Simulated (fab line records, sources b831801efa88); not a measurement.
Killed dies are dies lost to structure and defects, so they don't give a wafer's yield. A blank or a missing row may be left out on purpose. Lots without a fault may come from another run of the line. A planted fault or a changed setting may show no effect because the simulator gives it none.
fab line records | flow gf180mcu
record lots=5 wafers=15 last_day=34
route steps=602 shown V4@502 MIM@503 M5@526
lots that met no fault: from a run of the same line without faults
start_h: hours from the record's first day to the start of the lot's first wafer shown | wait_h: hours since the lot's step before | " the same as in the row above | L1.1+2: a row that stands for several wafers | - no value, or no start given | * or withheld: withheld | < > ~ a bound
route shown NAME@n: a module of which the file shows steps, and the number in the route of the first | usual: mean/standard deviation of fault-free wafers | same: alike in all rows | chamber/n: place in a boat | sites: the reading at each site | _std_site: their standard deviation | _edge_site: outer sites' mean less inner sites' | radius_mm: how far each site lies from the wafer's centre | mask NAME#n: copy n | behind: the tool/chamber that last shaped the wafer | hold: why the lot was held/for how many hours/how that ended | device: the transistor (n, p or np) that didn't switch | end of line: the same wafers' tests at the end of the route | a step without rows: its recipe alone | killed: dies lost to structure and defects at the first sort, not the wafer's yield | map: a wafer's dies, x killed, . not, _ none there
set.NAME: the setting as run; set.NAME@STEP: as run at that earlier step | model.NAME: the simulator's own value behind a step, which no gauge read
lots at some steps of the route; a table a step, a row a wafer
services: from which hour (start_h, from the record's first day; less than 0 if before it) a tool's chamber was out of use, for how many hours, and why
## steps
# step GF_V4_CMP_26
# recipe stop_on=SiO2 down_force_psi=3.5 platen_rpm=60 t_overpolish_s=15 target_thk_nm=0 pad_velocity_m_s=0.94248
# usual motor_current_A=11.5/1 overpolish_run_s=15.000/0.0097 platen_rpm=59.99/0.037 time_to_endpoint_s=84/4.3
# columns lot.wafer tool chamber start_h wait_h motor_current_A overpolish_run_s platen_rpm time_to_endpoint_s
L082.4 cmp-02 2 631.97 0.2 10.7 14.979 59.99 86
L082.5 " 3 " " 12.0 15.007 59.98 83
L082.6 " 0 " " 11.8 15.000 59.98 80
L092.1 cmp-02 1 699.57 0.1 11.1 14.990 60.01 89
L092.6 " 1 " " 11.1 14.991 59.99 86
L092.5 " 2 " " 11.2 15.004 59.99 80
L093.2 cmp-01 1 707.86 0.1 11.7 15.001 59.96 83
L093.3 " 2 " " 12.1 15.006 60.04 85
L093.1 " 3 " " 13.6 14.987 60.01 79
L095.4 cmp-01 3 717.90 0.1 13.9 14.993 59.99 82
L095.5 " 2 " " 11.7 15.020 60.03 86
L095.6 " 3 " " 13.6 14.997 59.98 80
L096.1 cmp-02 3 726.05 0.1 11.5 15.007 59.98 81
L096.4 " 0 " " 11.6 14.986 60.05 80
L096.5 " 2 " " 11.4 15.025 60.03 82
# step GF_MIM_SPUTTER_00
# recipe material=Ti target_thk_nm=37.5 arriving_ion_energy_ev=80 substrate_temp_c=200 chamber_pressure_pa=2 power_w=4000 time_s=150
# usual throttle_valve_pct=30.3/1.1
# columns lot.wafer tool chamber start_h wait_h throttle_valve_pct
L082.4 pvd_sputter-04 - 632.12 0.1 28.2
L082.5 " - " " 28.6
L082.6 " - " " 32.1
L092.1 pvd_sputter-04 - 699.87 0.2 28.4
L092.5 " - " " 32.1
L092.6 " - " " 28.4
L093.1 pvd_sputter-02 - 708.11 0.1 31.0
L093.2 " - " " 29.7
L093.3 " - " " 30.5
L095.4 pvd_sputter-02 - 718.15 0.2 30.6
L095.5 " - " " 29.7
L095.6 " - " " 30.4
L096.1 pvd_sputter-01 - 726.25 0.1 30.4
L096.4 " - " " 30.8
L096.5 " - " " 31.4
# step GF_MIM_SPUTTER_01
# recipe material=TiN target_thk_nm=30 power_w=6500 time_s=25 chamber_pressure_pa=0.4
# usual throttle_valve_pct=30.3/1.1
# columns lot.wafer tool chamber start_h wait_h throttle_valve_pct
L082.4 pvd_sputter-04 - 632.22 0.1 28.2
L082.5 " - " " 28.3
L082.6 " - " " 32.0
L092.1 pvd_sputter-04 - 699.97 0.1 28.4
L092.5 " - " " 32.2
L092.6 " - " " 28.4
L093.1 pvd_sputter-02 - 708.21 0.1 30.7
L093.2 " - " " 29.6
L093.3 " - " " 30.9
L095.4 pvd_sputter-02 - 718.25 0.1 30.6
L095.5 " - " " 29.6
L095.6 " - " " 30.7
L096.1 pvd_sputter-01 - 726.35 0.1 30.5
L096.4 " - " " 30.9
L096.5 " - " " 31.5
# step GF_MIM_SPUTTER_02
# recipe material=AlCu target_thk_nm=450 power_w=10600 time_s=23.9 chamber_pressure_pa=0.4
# usual throttle_valve_pct=30.3/1.1
# columns lot.wafer tool chamber start_h wait_h throttle_valve_pct
L082.4 pvd_sputter-04 - 632.25 0.0 28.5
L082.5 " - " " 28.2
L082.6 " - " " 31.9
L092.1 pvd_sputter-04 - 700.00 0.0 28.3
L092.5 " - " " 32.0
L092.6 " - " " 28.6
L093.1 pvd_sputter-02 - 708.24 0.0 30.6
L093.2 " - " " 29.4
L093.3 " - " " 30.5
L095.4 pvd_sputter-02 - 718.28 0.0 30.8
L095.5 " - " " 29.6
L095.6 " - " " 30.7
L096.1 pvd_sputter-01 - 726.38 0.0 30.4
L096.4 " - " " 30.9
L096.5 " - " " 31.5
# step GF_MIM_SPUTTER_03
# recipe material=Ti target_thk_nm=10 substrate_temp_c=300 chamber_pressure_pa=0.3 power_w=3000 time_s=6.7
# usual throttle_valve_pct=30.3/1.1
# columns lot.wafer tool chamber start_h wait_h throttle_valve_pct
L082.4 pvd_sputter-04 - 632.28 0.0 28.4
L082.5 " - " " 28.3
L082.6 " - " " 32.2
L092.1 pvd_sputter-04 - 700.03 0.0 28.3
L092.5 " - " " 32.2
L092.6 " - " " 28.4
L093.1 pvd_sputter-02 - 708.27 0.0 30.9
L093.2 " - " " 29.8
L093.3 " - " " 30.8
L095.4 pvd_sputter-02 - 718.31 0.0 30.3
L095.5 " - " " 29.9
L095.6 " - " " 30.7
L096.1 pvd_sputter-01 - 726.41 0.0 30.4
L096.4 " - " " 31.0
L096.5 " - " " 31.4
# step GF_MIM_SPUTTER_04
# recipe material=TiN target_thk_nm=50 power_w=6500 time_s=41.7 chamber_pressure_pa=0.4
# usual throttle_valve_pct=30.3/1.1
# columns lot.wafer tool chamber start_h wait_h throttle_valve_pct
L082.4 pvd_sputter-04 - 632.30 0.0 28.6
L082.5 " - " " 28.4
L082.6 " - " " 32.0
L092.1 pvd_sputter-04 - 700.05 0.0 28.6
L092.5 " - " " 32.2
L092.6 " - " " 28.5
L093.1 pvd_sputter-02 - 708.29 0.0 30.7
L093.2 " - " " 29.7
L093.3 " - " " 30.7
L095.4 pvd_sputter-02 - 718.33 0.0 30.6
L095.5 " - " " 29.2
L095.6 " - " " 30.6
L096.1 pvd_sputter-01 - 726.43 0.0 30.5
L096.4 " - " " 31.0
L096.5 " - " " 31.5
# step GF_MIM_CVD_05
# recipe material=Si3N4 target_thk_nm=42 temp_max_c=400 temp_c=385 time_s=29.086 rf_w=450
# usual heater_power_w=652/120 susceptor_temp_C=385.00/0.22
# columns lot.wafer tool chamber start_h wait_h heater_power_w susceptor_temp_C
L082.4 pecvd-04 2 632.35 0.0 820 385.25
L082.5 " 1 " " 800 385.02
L082.6 " 0 " " 527 384.49
L092.1 pecvd-01 1 700.09 0.0 738 384.87
L092.5 " 1 " " 754 384.86
L092.6 " 2 " " 706 385.19
L093.1 pecvd-03 1 708.33 0.0 716 385.09
L093.2 " 0 " " 664 384.71
L093.3 " 2 " " 456 384.96
L095.4 pecvd-04 1 718.39 0.0 822 384.90
L095.5 " 2 " " 726 384.85
L095.6 " 0 " " 649 384.96
L096.1 pecvd-01 1 726.47 0.0 778 384.95
L096.4 " 2 " " 712 385.22
L096.5 " 1 " " 772 385.19
# step GF_MIM_THK_MEAS_06
# recipe reads=Si3N4_of_MIM_CVD_05
# usual MIM_CVD_05_THK=42.3/0.62
# columns lot.wafer tool chamber start_h wait_h MIM_CVD_05_THK[nm]
L082.4 film_metro-01 - 632.40 0.0 42.8
L082.5 " - " " 42.1
L082.6 " - " " 43.0
L092.1 film_metro-02 - 700.13 0.0 41.1
L092.5 " - " " 41.9
L092.6 " - " " 42.6
L093.1 film_metro-01 - 708.37 0.0 41.1
L093.2 " - " " 41.6
L093.3 " - " " 41.5
L095.4 film_metro-01 - 718.44 0.0 42.7
L095.5 " - " " 41.7
L095.6 " - " " 42.2
L096.1 film_metro-04 - 726.50 0.0 42.6
L096.4 " - " " 43.4
L096.5 " - " " 42.6
# step GF_MIM_SPUTTER_07
# recipe material=TiN target_thk_nm=60 power_w=6500 time_s=50 chamber_pressure_pa=0.4
# usual throttle_valve_pct=30.3/1.1
# columns lot.wafer tool chamber start_h wait_h throttle_valve_pct
L082.4 pvd_sputter-01 - 632.43 0.0 31.3
L082.5 " - " " 28.8
L082.6 " - " " 31.5
L092.1 pvd_sputter-02 - 700.19 0.1 29.6
L092.5 " - " " 29.7
L092.6 " - " " 30.5
L093.1 pvd_sputter-04 - 708.43 0.1 30.8
L093.2 " - " " 28.5
L093.3 " - " " 32.1
L095.4 pvd_sputter-02 - 718.47 0.0 30.7
L095.5 " - " " 30.0
L095.6 " - " " 29.9
L096.1 pvd_sputter-02 - 726.56 0.1 30.3
L096.4 " - " " 30.9
L096.5 " - " " 30.8
# step GF_MIM_SPUTTER_08
# recipe material=AlCu target_thk_nm=200 power_w=10600 time_s=10.6 chamber_pressure_pa=0.4
# usual throttle_valve_pct=30.3/1.2
# columns lot.wafer tool chamber start_h wait_h throttle_valve_pct
L082.4 pvd_sputter-01 - 632.47 0.0 31.4
L082.5 " - " " 29.1
L082.6 " - " " 31.5
L092.1 pvd_sputter-02 - 700.23 0.0 29.5
L092.5 " - " " 29.5
L092.6 " - " " 30.9
L093.1 pvd_sputter-04 - 708.47 0.0 30.7
L093.2 " - " " 28.2
L093.3 " - " " 32.2
L095.4 pvd_sputter-02 - 718.51 0.0 30.6
L095.5 " - " " 30.6
L095.6 " - " " 29.6
L096.1 pvd_sputter-02 - 726.60 0.0 30.6
L096.4 " - " " 31.2
L096.5 " - " " 30.9
# step GF_MIM_SPUTTER_09
# recipe material=TiN target_thk_nm=35 power_w=6500 time_s=29.2 chamber_pressure_pa=0.4
# usual throttle_valve_pct=30.3/1.2
# columns lot.wafer tool chamber start_h wait_h throttle_valve_pct
L082.4 pvd_sputter-01 - 632.50 0.0 31.5
L082.5 " - " " 28.8
L082.6 " - " " 31.4
L092.1 pvd_sputter-02 - 700.25 0.0 29.6
L092.5 " - " " 29.8
L092.6 " - " " 30.9
L093.1 pvd_sputter-04 - 708.49 0.0 30.7
L093.2 " - " " 28.5
L093.3 " - " " 32.3
L095.4 pvd_sputter-02 - 718.53 0.0 30.8
L095.5 " - " " 30.4
L095.6 " - " " 29.5
L096.1 pvd_sputter-02 - 726.63 0.0 30.7
L096.4 " - " " 30.7
L096.5 " - " " 30.8
# step GF_MIM_RS_MEAS_10
# recipe thk_meas_gauge=four-point-probe reads=TiN_of_MIM_SPUTTER_09+AlCu_of_MIM_SPUTTER_08+TiN_of_MIM_SPUTTER_07
# usual MIM_ALCU_RS=0.1607/0.0023
# columns lot.wafer tool chamber start_h wait_h MIM_ALCU_RS[ohm/sq]
L082.4 film_metro-02 - 632.59 0.1 0.1564
L082.5 " - " " 0.1582
L082.6 " - " " 0.1569
L092.1 film_metro-02 - 700.29 0.0 0.1612
L092.5 " - " " 0.1581
L092.6 " - " " 0.1561
L093.1 film_metro-01 - 708.52 0.0 0.1610
L093.2 " - " " 0.1582
L093.3 " - " " 0.1632
L095.4 film_metro-02 - 718.64 0.1 0.1562
L095.5 " - " " 0.1618
L095.6 " - " " 0.1583
L096.1 film_metro-01 - 726.66 0.0 0.1659
L096.4 " - " " 0.1624
L096.5 " - " " 0.1605
# step GF_MIM_THK_MEAS_11
# recipe thk_meas_gauge=xrf reads=AlCu_of_MIM_SPUTTER_08
# usual MIM_ALCU_THK=202.2/2.9
# columns lot.wafer tool chamber start_h wait_h MIM_ALCU_THK[nm]
L082.4 film_metro-02 - 632.68 0.1 206.4
L082.5 " - " " 204.5
L082.6 " - " " 204.8
L092.1 film_metro-02 - 700.41 0.1 200.8
L092.5 " - " " 205.3
L092.6 " - " " 208.1
L093.1 film_metro-01 - 708.64 0.1 201.2
L093.2 " - " " 203.7
L093.3 " - " " 198.7
L095.4 film_metro-02 - 718.73 0.1 208.5
L095.5 " - " " 202.0
L095.6 " - " " 205.9
L096.1 film_metro-01 - 726.78 0.1 196.6
L096.4 " - " " 201.8
L096.5 " - " " 202.7
# step GF_MIM_DEHYDRATE_12
# recipe temp_c=200 time_s=60
# usual heater_power_total_W=160.38/0.12
# columns lot.wafer tool chamber start_h wait_h heater_power_total_W
L082.4 litho_track-01 0 641.83 9.1 160.31
L082.5 " 0 " " 160.44
L082.6 " 0 " " 160.54
L092.1 litho_track-04 0 708.90 8.5 160.29
L092.5 " 0 " " 160.24
L092.6 " 0 " " 160.29
L093.1 litho_track-04 0 716.65 8.0 160.51
L093.2 " 0 " " 160.33
L093.3 " 0 " " 160.53
L095.4 litho_track-01 0 727.13 8.4 160.39
L095.5 " 0 " " 160.22
L095.6 " 0 " " 160.35
L096.1 litho_track-01 0 734.75 8.0 160.29
L096.4 " 0 " " 160.55
L096.5 " 0 " " 160.30
# step GF_MIM_HMDS_13
# recipe prime_time_s=60 prime_temp_c=120
# usual prime_temp_c=119.99/0.14
# columns lot.wafer tool chamber start_h wait_h prime_temp_c
L082.4 litho_track-01 0 641.98 0.1 119.76
L082.5 " 0 " " 119.95
L082.6 " 0 " " 120.10
L092.1 litho_track-04 0 709.05 0.1 119.85
L092.5 " 0 " " 119.86
L092.6 " 0 " " 120.05
L093.1 litho_track-04 0 716.80 0.1 119.94
L093.2 " 0 " " 119.84
L093.3 " 0 " " 120.08
L095.4 litho_track-01 0 727.28 0.1 119.97
L095.5 " 0 " " 119.93
L095.6 " 0 " " 120.13
L096.1 litho_track-01 0 734.90 0.1 119.88
L096.4 " 0 " " 120.00
L096.5 " 0 " " 119.99
# step GF_MIM_COAT_14
# recipe resist=NOVOLAK spin_rpm=3000 resist_thk_nm=1000
# columns lot.wafer tool chamber start_h wait_h
L082.4+5+6 litho_track-01 0 642.13 0.1
L092.1+5+6 litho_track-04 0 709.20 0.1
L093.1+2+3 litho_track-04 0 716.95 0.1
L095.4+5+6 litho_track-01 0 727.43 0.1
L096.1+4+5 litho_track-01 0 735.05 0.1
# step GF_MIM_SOFTBAKE_15
# recipe temp_c=90 time_s=60 resist=NOVOLAK
# usual heater_power_total_W=56.59/0.046
# columns lot.wafer tool chamber start_h wait_h heater_power_total_W
L082.4 litho_track-01 0 642.28 0.1 56.59
L082.5 " 0 " " 56.59
L082.6 " 0 " " 56.57
L092.1 litho_track-04 0 709.35 0.1 56.62
L092.5 " 0 " " 56.53
L092.6 " 0 " " 56.64
L093.1 litho_track-04 0 717.10 0.1 56.56
L093.2 " 0 " " 56.54
L093.3 " 0 " " 56.57
L095.4 litho_track-01 0 727.58 0.1 56.64
L095.5 " 0 " " 56.68
L095.6 " 0 " " 56.67
L096.1 litho_track-01 0 735.20 0.1 56.62
L096.4 " 0 " " 56.57
L096.5 " 0 " " 56.66
# step GF_MIM_EXPOSE_16
# recipe mask_id=FuseTop target_cd_nm=2000 na=0.6 source_shape=conventional sigma_outer=0.6 dose_mj=140
# columns lot.wafer tool chamber start_h wait_h mask
L082.4+5+6 iline_stepper-02 0 - - FuseTop#0
L092.1+5+6 iline_stepper-01 0 - - FuseTop#0
L093.1+2+3 iline_stepper-01 0 - - FuseTop#0
L095.4+5+6 iline_stepper-02 0 - - FuseTop#0
L096.1+4+5 iline_stepper-02 0 - - FuseTop#0
# step GF_MIM_PEB_17
# recipe temp_c=withheld time_s=* resist=NOVOLAK
# columns lot.wafer tool chamber start_h wait_h
L082.4+5+6 litho_track-01 0 - -
L092.1+5+6 litho_track-04 0 - -
L093.1+2+3 litho_track-02 0 - -
L095.4+5+6 litho_track-04 0 - -
L096.1+4+5 litho_track-02 0 - -
# step GF_MIM_DEVELOP_18
# recipe develop_time_s=60 dev_temp_c=23
# same develop_time_s=60
# columns lot.wafer tool chamber start_h wait_h
L082.4+5+6 litho_track-01 0 652.13 0.1
L092.1+5+6 litho_track-04 0 718.35 0.1
L093.1+2+3 litho_track-02 0 725.84 0.1
L095.4+5+6 litho_track-04 0 735.87 0.1
L096.1+4+5 litho_track-02 0 743.49 0.1
# step GF_MIM_METAL_ETCH_19
# recipe chemistry=Cl2/BCl3 mask_material=NOVOLAK stop_on=Si3N4 target_depth_nm=324.5 pressure_mtorr=8 icp_w=800 bias_w=140 Cl2_flow_sccm=80 bcl3_flow_sccm=40 time_s=54.1
# usual drypump_motor_current_A=5.8/0.4 mfc_cl2_sccm=79.96/0.26 oes_product_au=0.940/0.0071 throttle_valve_pct=28.283/0.012
# columns lot.wafer tool chamber start_h wait_h drypump_motor_current_A mfc_cl2_sccm oes_product_au rf_hours_counter_h throttle_valve_pct
L082.4 rie_metal-03 1 652.23 0.1 6.3 80.23 0.948 - 28.264
L082.5 " 0 " " 5.8 79.81 0.942 - 28.273
L082.6 " 1 " " 6.3 80.19 0.950 - 28.270
L092.1 rie_metal-02 1 718.50 0.1 5.4 79.59 0.939 3 28.279
L092.5 " 1 " " 5.4 79.48 0.952 - 28.272
L092.6 " 0 " " 5.1 79.99 0.956 - 28.264
L093.1 rie_metal-03 1 725.99 0.1 6.4 79.87 0.946 4 28.267
L093.2 " 0 " " 5.8 80.27 0.945 3 28.272
L093.3 " 0 " " 5.9 80.23 0.938 - 28.304
L095.4 rie_metal-03 1 735.97 0.1 6.3 79.41 0.946 - 28.269
L095.5 " 1 " " 6.3 80.10 0.930 - 28.295
L095.6 " 0 " " 5.8 80.05 0.950 - 28.265
L096.1 rie_metal-03 0 743.64 0.1 5.8 80.01 0.927 4 28.290
L096.4 " 1 " " 6.4 80.09 0.936 - 28.289
L096.5 " 1 " " 6.3 80.07 0.941 - 28.291
# step GF_MIM_STRIP_20
# recipe chemistry=O2/N2 power_w=1400 pressure_mtorr=1500 platen_temp_c=250 o2_flow_sccm=3000 n2_flow_sccm=300 overash_fraction=0.5
# usual drypump_motor_current_A=5.9/0.59 heater_power_w=366/49 oes_product_au=0.691/0.0051 strip_time_to_endpoint_s=11.21/0.043
# columns lot.wafer tool chamber start_h wait_h drypump_motor_current_A heater_power_w oes_product_au rf_hours_counter_h strip_time_to_endpoint_s
L082.4 plasma_asher-03 0 652.31 0.1 6.2 408 0.692 - 11.22
L082.5 " 1 " " 4.9 310 0.693 - 11.21
L082.6 " 0 " " 6.2 407 0.695 - 11.15
L092.1 plasma_asher-01 1 718.57 0.0 5.9 382 0.698 29 11.26
L092.5 " 1 " " 5.9 380 0.694 - 11.20
L092.6 " 0 " " 5.6 366 0.699 - 11.17
L093.1 plasma_asher-03 1 726.06 0.0 4.9 306 0.687 114 11.23
L093.2 " 0 " " 6.2 407 0.693 114 11.18
L093.3 " 1 " " 4.9 299 0.687 - 11.14
L095.4 plasma_asher-01 1 736.07 0.1 5.9 384 0.697 - 11.24
L095.5 " 1 " " 5.9 380 0.700 - 11.29
L095.6 " 0 " " 5.6 357 0.695 - 11.19
L096.1 plasma_asher-03 0 743.71 0.0 6.2 425 0.695 0 11.18
L096.4 " 0 " " 6.2 421 0.692 - 11.23
L096.5 " 0 " " 6.2 421 0.686 - 11.20
# step GF_MIM_STRIP_21
# recipe chemistry=post_etch_residue_remover time_s=1200 temp_c=72.5
# usual temp_c=72.51/0.12
# columns lot.wafer tool chamber start_h wait_h temp_c
L082.4 wet_bench-02 1 652.37 0.0 72.49
L082.5 " 1 " " 72.58
L082.6 " 1 " " 72.37
L092.1 wet_bench-03 3 718.67 0.1 72.64
L092.5 " 3 " " 72.60
L092.6 " 3 " " 72.43
L093.1 wet_bench-02 3 726.16 0.1 72.51
L093.2 " 3 " " 72.58
L093.3 " 3 " " 72.56
L095.4 wet_bench-02 2 736.13 0.0 72.48
L095.5 " 2 " " 72.59
L095.6 " 2 " " 72.49
L096.1 wet_bench-04 2 743.81 0.1 72.56
L096.4 " 2 " " 72.39
L096.5 " 2 " " 72.56
# step GF_MIM_CLEAN_22
# recipe chemistry=DIW dry=n2_spin
# columns lot.wafer tool chamber start_h wait_h
L082.4+5+6 wet_bench-03 3 652.72 0.0
L092.1+5+6 wet_bench-04 0 719.01 0.0
L093.1+2+3 wet_bench-04 3 726.50 0.0
L095.4+5+6 wet_bench-03 2 736.47 0.0
L096.1+4+5 wet_bench-03 0 744.15 0.0
# step GF_M5_DEHYDRATE_00
# recipe temp_c=200 time_s=60
# usual heater_power_total_W=160.37/0.13
# columns lot.wafer tool chamber start_h wait_h heater_power_total_W
L082.4 litho_track-01 0 662.28 9.5 160.59
L082.5 " 0 " " 160.39
L082.6 " 0 " " 160.56
L092.1 litho_track-04 0 727.10 8.0 160.29
L092.5 " 0 " " 160.34
L092.6 " 0 " " 160.25
L093.1 litho_track-04 0 734.70 8.1 160.32
L093.2 " 0 " " 160.58
L093.3 " 0 " " 160.30
L095.4 litho_track-04 0 744.47 7.9 160.49
L095.5 " 0 " " 160.28
L095.6 " 0 " " 160.26
L096.1 litho_track-04 0 751.85 7.6 160.43
L096.4 " 0 " " 160.50
L096.5 " 0 " " 160.54
# step GF_M5_HMDS_01
# recipe prime_time_s=60 prime_temp_c=120
# usual prime_temp_c=120.03/0.15
# columns lot.wafer tool chamber start_h wait_h prime_temp_c
L082.4 litho_track-01 0 662.43 0.1 119.78
L082.5 " 0 " " 119.81
L082.6 " 0 " " 120.17
L092.1 litho_track-04 0 727.25 0.1 119.81
L092.5 " 0 " " 119.92
L092.6 " 0 " " 119.98
L093.1 litho_track-04 0 734.85 0.1 120.10
L093.2 " 0 " " 120.12
L093.3 " 0 " " 120.16
L095.4 litho_track-04 0 744.62 0.1 119.91
L095.5 " 0 " " 119.96
L095.6 " 0 " " 120.03
L096.1 litho_track-04 0 752.00 0.1 119.97
L096.4 " 0 " " 120.12
L096.5 " 0 " " 120.11
# step GF_M5_COAT_02
# recipe resist=KrF spin_rpm=withheld resist_thk_nm=1000
# columns lot.wafer tool chamber start_h wait_h
L082.4+5+6 litho_track-01 0 662.58 0.1
L092.1+5+6 litho_track-04 0 727.40 0.1
L093.1+2+3 litho_track-04 0 735.00 0.1
L095.4+5+6 litho_track-04 0 744.77 0.1
L096.1+4+5 litho_track-04 0 752.15 0.1
# step GF_M5_SOFTBAKE_03
# recipe temp_c=130 time_s=60 resist=KrF
# usual heater_power_total_W=93.05/0.06
# columns lot.wafer tool chamber start_h wait_h heater_power_total_W
L082.4 litho_track-01 0 662.73 0.1 93.08
L082.5 " 0 " " 93.12
L082.6 " 0 " " 93.10
L092.1 litho_track-04 0 727.55 0.1 92.97
L092.5 " 0 " " 92.95
L092.6 " 0 " " 93.11
L093.1 litho_track-04 0 735.15 0.1 93.07
L093.2 " 0 " " 93.07
L093.3 " 0 " " 93.05
L095.4 litho_track-04 0 744.92 0.1 93.09
L095.5 " 0 " " 93.04
L095.6 " 0 " " 92.97
L096.1 litho_track-04 0 752.30 0.1 93.18
L096.4 " 0 " " 92.99
L096.5 " 0 " " 93.00
# step GF_M5_EXPOSE_04
# recipe mask_id=Metal5 target_cd_nm=280 na=0.68 source_shape=conventional sigma_outer=0.6 dose_mj=28
# columns lot.wafer tool chamber start_h wait_h mask
L082.4+5+6 krf_scanner-02 0 - - Metal5#0
L092.1+5+6 krf_scanner-02 0 - - Metal5#0
L093.1+2+3 krf_scanner-02 0 - - Metal5#0
L095.4+5+6 krf_scanner-02 0 - - Metal5#0
L096.1+4+5 krf_scanner-01 0 - - Metal5#0
# step GF_M5_PEB_05
# recipe peb_temp_c=135 peb_time_s=90 resist=KrF
# usual heater_power_total_W=85.69/0.082
# same peb_time_s=90
# columns lot.wafer tool chamber start_h wait_h heater_power_total_W
L082.4 litho_track-01 0 - - 85.50
L082.5 " 0 " " 85.59
L082.6 " 0 " " 85.73
L092.1 litho_track-04 0 - - 85.67
L092.5 " 0 " " 85.64
L092.6 " 0 " " 85.77
L093.1 litho_track-04 0 - - 85.61
L093.2 " 0 " " 85.65
L093.3 " 0 " " 85.68
L095.4 litho_track-04 0 - - 85.64
L095.5 " 0 " " 85.71
L095.6 " 0 " " 85.76
L096.1 litho_track-01 0 - - 85.82
L096.4 " 0 " " 85.77
L096.5 " 0 " " 85.73
# step GF_M5_DEVELOP_06
# recipe develop_time_s=60 dev_temp_c=21
# same develop_time_s=60
# columns lot.wafer tool chamber start_h wait_h
L082.4+5+6 litho_track-01 0 672.33 0.1
L092.1+5+6 litho_track-04 0 736.15 0.2
L093.1+2+3 litho_track-04 0 743.35 0.2
L095.4+5+6 litho_track-04 0 752.72 0.1
L096.1+4+5 litho_track-01 0 760.55 0.2
# step GF_M5_CD_MEAS_07
# recipe target_cd_nm=280
# usual cd_nm=279.9/1.1
# columns lot.wafer tool chamber start_h wait_h cd_nm
L082.4 cd_sem-01 - 672.46 0.1 281.4
L082.5 " - " " 280.4
L082.6 " - " " 280.2
L092.1 cd_sem-01 - 736.30 0.1 280.3
L092.5 " - " " 279.5
L092.6 " - " " 280.3
L093.1 cd_sem-01 - 743.50 0.1 281.0
L093.2 " - " " 280.2
L093.3 " - " " 280.7
L095.4 cd_sem-01 - 752.92 0.2 280.4
L095.5 " - " " 279.4
L095.6 " - " " 280.4
L096.1 cd_sem-01 - 760.72 0.1 278.6
L096.4 " - " " 278.9
L096.5 " - " " 279.7
# step GF_M5_OVL_MEAS_08
# usual M5_OVL=0/5.6
# columns lot.wafer tool chamber start_h wait_h M5_OVL[nm]
L082.4 overlay-02 - 672.54 0.1 -5
L082.5 " - " " -9
L082.6 " - " " -2
L092.1 overlay-01 - 736.42 0.1 -2
L092.5 " - " " 2
L092.6 " - " " 9
L093.1 overlay-02 - 743.62 0.1 3
L093.2 " - " " 8
L093.3 " - " " 5
L095.4 overlay-01 - 753.00 0.1 7
L095.5 " - " " 5
L095.6 " - " " 11
L096.1 overlay-01 - 760.84 0.1 -5
L096.4 " - " " -5
L096.5 " - " " -5
# step GF_M5_ETCH_09
# recipe chemistry=CF4/O2 target=Si3N4 target_depth_nm=52 source_w=800 bias_w=150 pressure_mtorr=150 cf4_flow_sccm=80 O2_flow_sccm=10 time_s=11.6
# usual drypump_motor_current_A=5.5/0.5 oes_product_au=1.001/0.013 throttle_valve_pct=5.972/0.0099
# columns lot.wafer tool chamber start_h wait_h drypump_motor_current_A oes_product_au rf_hours_counter_h throttle_valve_pct
L082.4 rie_diel-02 2 672.56 0.0 5.3 1.006 63 5.975
L082.5 " 0 " " 6.0 0.996 - 5.974
L082.6 " 3 " " 5.9 0.974 - 5.954
L092.1 rie_diel-04 1 736.45 0.0 5.8 0.994 30 5.968
L092.5 " 3 " " 5.8 0.999 - 5.985
L092.6 " 0 " " 4.8 0.994 - 5.954
L093.1 rie_diel-04 0 743.65 0.0 4.8 1.004 13 5.965
L093.2 " 3 " " 5.8 1.002 6 5.988
L093.3 " 1 " " 5.8 1.005 30 5.976
L095.4 rie_diel-03 1 753.02 0.0 5.3 1.014 11 5.973
L095.5 " 3 " " 4.9 1.050 - 5.972
L095.6 " 2 " " 5.8 1.010 - 5.968
L096.1 rie_diel-04 1 760.87 0.0 5.8 1.010 31 5.971
L096.4 " 0 " " 4.8 1.009 - 5.984
L096.5 " 0 " " 4.8 1.007 - 5.973
# step GF_M5_METAL_ETCH_10
# recipe chemistry=Cl2/BCl3 mask_material=KrF target_depth_nm=750.8 stop_on=SiO2 pressure_mtorr=8 icp_w=800 bias_w=140 Cl2_flow_sccm=80 bcl3_flow_sccm=40 time_s=125.1
# usual drypump_motor_current_A=5.5/0.47 mfc_cl2_sccm=80.02/0.22 oes_product_au=0.989/0.007 throttle_valve_pct=28.230/0.011
# columns lot.wafer tool chamber start_h wait_h drypump_motor_current_A mfc_cl2_sccm oes_product_au rf_hours_counter_h throttle_valve_pct
L082.4 rie_metal-01 0 672.63 0.1 5.2 79.34 0.999 - 28.231
L082.5 " 0 " " 5.2 79.53 0.972 - 28.226
L082.6 " 1 " " 4.9 79.88 0.996 - 28.237
L092.1 rie_metal-01 1 736.48 0.0 4.9 79.94 0.989 5 28.211
L092.5 " 0 " " 5.2 80.15 0.994 - 28.240
L092.6 " 1 " " 4.9 79.97 0.997 - 28.233
L093.1 rie_metal-01 0 743.68 0.0 5.2 79.91 0.988 7 28.212
L093.2 " 1 " " 4.9 79.79 0.997 5 28.215
L093.3 " 1 " " 4.9 79.63 0.991 - 28.223
L095.4 rie_metal-01 1 753.08 0.1 4.9 80.12 0.997 - 28.240
L095.5 " 1 " " 4.9 80.20 0.995 - 28.221
L095.6 " 0 " " 5.2 79.90 0.982 - 28.224
L096.1 rie_metal-04 1 760.91 0.0 5.9 80.35 1.000 13 28.224
L096.4 " 0 " " 5.7 80.33 0.983 - 28.236
L096.5 " 0 " " 5.7 79.96 0.989 - 28.232
## services
# columns tool chamber start_h hours kind
rie_metal-03 0 614.40 1.9 repair
krf_scanner-02 - 620.86 0.3 repair
krf_scanner-02 - 622.75 1.3 repair
krf_scanner-02 - 625.24 1.0 pm
cmp-01 - 625.36 7.4 repair
krf_scanner-02 - 633.65 1.5 repair
rie_metal-01 - 636.66 2.8 pm
pvd_sputter-01 - 640.25 1.4 repair
pvd_sputter-01 - 654.33 2.0 repair
cmp-02 - 668.64 1.5 repair
pvd_sputter-02 - 670.03 1.7 repair
plasma_asher-03 - 674.48 4.3 repair
pvd_sputter-01 - 689.09 1.5 repair
krf_scanner-02 - 702.12 1.3 pm
rie_metal-01 0 705.89 9.4 repair
krf_scanner-02 - 715.52 0.8 pm
krf_scanner-02 - 723.16 3.0 pm
cmp-02 - 728.05 19.0 pm
rie_diel-04 2 729.39 72.4 repair
plasma_asher-03 - 733.75 9.0 pm
cmp-02 - 747.03 4.0 pm
wet_bench-02 - 747.25 1.9 pm
rie_diel-04 3 755.82 8.8 repair
cmp-02 - 758.66 0.9 repair
## key
fault none
